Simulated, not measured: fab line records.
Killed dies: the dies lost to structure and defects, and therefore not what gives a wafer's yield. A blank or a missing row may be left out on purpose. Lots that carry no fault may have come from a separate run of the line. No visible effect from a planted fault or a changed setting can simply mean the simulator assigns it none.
Matching of chambers -- flow gf180mcu -- GF_V1_CMP_26 on cmp-01 has 4 sister chambers
The step polishes, stops on SiO2, t overpolish 15 s, target thk 0 nm. 4 wafers are shown with their chamber, then 12 later ones without.

WAFERS WITH THEIR CHAMBER
wafer,chamber,motor_current_A (A)
L090.2,3,11.4
L090.3,0,13.5
L091.2,2,12.1
L091.6,1,11.5

WAFERS WITHOUT THEIR CHAMBER
wafer,motor_current_A (A)
L092.1,11.7
L092.3,14.0
L092.4,11.1
L093.1,12.7
L093.3,10.5
L093.6,11.4
L094.1,10.9
L094.3,13.0
L094.6,11.3
L097.3,13.1
L097.5,11.3
L097.6,13.0

EACH ONE'S CHAMBER
wafer,from the rows above,in truth
L092.1,can't be placed: 1 or 3 or 2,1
L092.3,0,0
L092.4,can't be placed: 3 or 1 or 2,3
L093.1,can't be placed: 2 or 0 or 1 or 3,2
L093.3,can't be placed: 3 or 1 or 2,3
L093.6,can't be placed: 3 or 1 or 2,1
L094.1,can't be placed: 3 or 1 or 2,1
L094.3,can't be placed: 0 or 2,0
L094.6,can't be placed: 3 or 1 or 2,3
L097.3,can't be placed: 0 or 2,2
L097.5,can't be placed: 3 or 1 or 2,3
L097.6,can't be placed: 0 or 2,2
Correctly placed: 1 of 12. Can't be placed from these rows: 11 (the true chamber is among the candidates in 11). 0 placed wrongly.
How it was worked out, from the rows above alone: a wafer's distance from a chamber is the root of the sum, over the readings, of the square of ((its reading less the chamber's mean) divided by the reading's scatter). The wafer belongs to the nearest chamber; if the next one is less than 2 further off, it can't be placed. Each chamber's mean is taken over the wafers shown for it. The scatter: with one shown wafer a chamber, the root of the mean of the squares of how far each hidden wafer lies from its nearest shown one.
